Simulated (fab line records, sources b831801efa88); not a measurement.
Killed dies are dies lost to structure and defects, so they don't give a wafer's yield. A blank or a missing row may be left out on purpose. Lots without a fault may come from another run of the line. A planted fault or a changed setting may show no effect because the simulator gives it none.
One fault seen from 2 desks | flow gf180mcu | each desk has only its own numbers; what lay behind them comes last

THE METROLOGY DESK
What the gauges read, lot by lot, whatever tool the lot ran on: means of the sampled wafers that have a number. A lot is out of limits, marked OUT, if its mean lies more than 4 standard deviations from the usual mean; the brackets give that distance.
Columns: A = V4_OVL at GF_V4_OVL_MEAS_15, usual -1 nm; B = V4_W_RS at GF_V4_RS_MEAS_24, usual 0.327 ohm/sq; C = V4_W_THK at GF_V4_THK_MEAS_25, usual 352 nm; D = MIM_CVD_05_THK at GF_MIM_THK_MEAS_06, usual 42.1 nm; E = MIM_ALCU_RS at GF_MIM_RS_MEAS_10, usual 0.1600 ohm/sq; F = MIM_ALCU_THK at GF_MIM_THK_MEAS_11, usual 197.3 nm
lot  | first seen here | A  | B     | C   | D    | E      | F
L256 | day 25 19:44    | -7 | 0.331 | 350 | 42.3 | 0.1611 | 195.6
L257 | day 26 07:04    | 2  | 0.328 | 353 | 42.7 | 0.1608 | 195.4
L265 | day 28 19:14    | -5 | 0.332 | 344 | 42.5 | 0.1613 | 195.4
L268 | day 29 03:25    | -1 | 0.322 | 353 | 41.7 | 0.1598 | 196.8
L270 | day 30 06:01    | -2 | 0.327 | 353 | 41.8 | 0.1607 | 197.7
This desk's finding: nothing out of limits on any of the 5 lots.

THE TOOL OWNER'S DESK: pvd_sputter-03
The tool's own readings at GF_MIM_SPUTTER_00 (material Ti, target thk 37.5 nm, time 150 s): means of the sampled wafers that have a number, for each lot that ran on this tool. A lot is out of limits, marked OUT, if its mean lies more than 4 standard deviations from the usual mean; the brackets give that distance.
Columns: A = throttle_valve_pct at GF_MIM_SPUTTER_00, usual 29.8 %
lot  | first seen here | A
L256 | day 25 21:16    | 30.0
L265 | day 28 20:37    | 30.9
This desk's finding: nothing out of limits on any of the 2 lots.

PUT TOGETHER
The metrology desk saw nothing out of limits.
The tool owner's desk saw nothing out of limits.

WHAT THE SIMULATOR HAD PUT IN
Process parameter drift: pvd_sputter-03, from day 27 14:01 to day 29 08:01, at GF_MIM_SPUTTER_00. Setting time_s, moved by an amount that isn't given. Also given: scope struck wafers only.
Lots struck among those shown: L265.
